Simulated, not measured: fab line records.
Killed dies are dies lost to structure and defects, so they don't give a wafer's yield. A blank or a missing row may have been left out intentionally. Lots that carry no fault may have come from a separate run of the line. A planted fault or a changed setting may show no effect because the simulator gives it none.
Comparing a struck lot with a sound one + flow sky130 + 15 out of 708 route steps
Sound: these wafers, L787.2, L787.4, L787.5. Wafers struck: L789.1, L789.2, L789.6. The cause comes at the end.
At each step with rows: each side's tool, then ch and its chambers, then its first start. Under that, the readings that differ: sound wafers + struck wafers + difference of the means + sigmas: that difference in standard deviations of wafers without a fault.
alike: a reading whose means differ by less than 2 such deviations, as well as words and numbers matching on both sides. not compared: withheld readings; readings where some wafer has no value; bounds like >300 that might hide an equal value; numbers whose values overlap and for which the record gives no deviation.
Wherever a step has rows on one side only, a row that says differs or no value, or a row with sigmas, the two part there. Numbers that have no deviation but don't overlap get no sigmas and don't part them. A reading missing from all wafers of one side parts the sides only when that side holds two or more wafers.

first, 7 steps without rows for these wafers: SKY_VT_ADJUST_HVTP_DEHYDRATE_00 (time 60 s); SKY_VT_ADJUST_HVTP_HMDS_01 (prime time 60 s); SKY_VT_ADJUST_HVTP_COAT_02 (resist thk 1140 nm); SKY_VT_ADJUST_HVTP_SOFTBAKE_03 (time 60 s); SKY_VT_ADJUST_HVTP_EXPOSE_04 (exposes mask HVTPM, target cd 380 nm); SKY_VT_ADJUST_HVTP_PEB_05; SKY_VT_ADJUST_HVTP_DEVELOP_06 (develop time 60 s).
SKY_VT_ADJUST_HVTP_CD_MEAS_07: target cd 380 nm.
  sound: cd sem-02 at day 7 22:26; struck: cd sem-01 at day 8 22:52
  alike: cd nm
SKY_VT_ADJUST_HVTP_OVL_MEAS_08:
  sound: overlay-01 at day 7 22:33; struck: overlay-01 at day 8 22:59
  alike: VT_ADJUST_HVTP_OVL
next, for these wafers, 1 step has no rows: SKY_VT_ADJUST_HVTP_IMPLANT_09.
SKY_VT_ADJUST_HVTP_STRIP_10: strips in O2/N2.
  sound on plasma asher-02 ch 1, day 7 22:44; struck on plasma asher-03 ch 0,1, day 8 23:11
  alike: drypump motor current A, oes product au, strip time to endpoint s
  not compared: rf hours counter h
SKY_VT_ADJUST_HVTP_TW_MEAS_11:
  sound: film metro-01 at day 7 22:50; struck: film metro-01 at day 8 23:17
  alike: VT_ADJUST_HVTP_TW
SKY_VT_ADJUST_LVTN_DEHYDRATE_00: time 60 s.
  sound on litho track-02 ch 0, day 8 08:28; struck on litho track-02 ch 0, day 9 09:26
| reading                  | sound                | struck               | difference | sigmas |
|--------------------------|----------------------|----------------------|------------|--------|
| heater power total W (W) | 160.49 160.41 160.61 | 161.72 161.82 161.84 | +1.29      | +11    |
| plate temp C (C)         | 200.25 200.24 200.15 | 201.61 201.77 201.47 | +1.40      | +8     |
then, 1 step without rows for these wafers: SKY_VT_ADJUST_LVTN_HMDS_01 (prime time 60 s).
-- a jump in the record: the struck wafers' starts before and after are 39 days apart (it breaks off in module VT_ADJUST_LVTN and resumes in module PAD_OPEN, where the first step shown is number 708 of the route) --
SKY_PAD_OPEN_PROBE_99:
  sound: prober-01 at day 48 07:19; struck: prober-01 at day 48 16:47
| reading             | sound  | struck   | difference | sigmas |
|---------------------|--------|----------|------------|--------|
| killed at front end | 10 4 9 | 18 19 17 | +10        | +2     |
  alike: killed_at_M0_to_M3, killed_at_M4_up, killed at contacts, killed at other, killed dies, killed open, killed short

## WHERE THEY PART
Earliest at SKY_VT_ADJUST_LVTN_DEHYDRATE_00; latest, in this record, at SKY_PAD_OPEN_PROBE_99.

WHY: whatever the simulator had introduced
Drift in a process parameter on litho track-02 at SKY_VT_ADJUST_LVTN_DEHYDRATE_00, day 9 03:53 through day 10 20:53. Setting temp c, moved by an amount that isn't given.
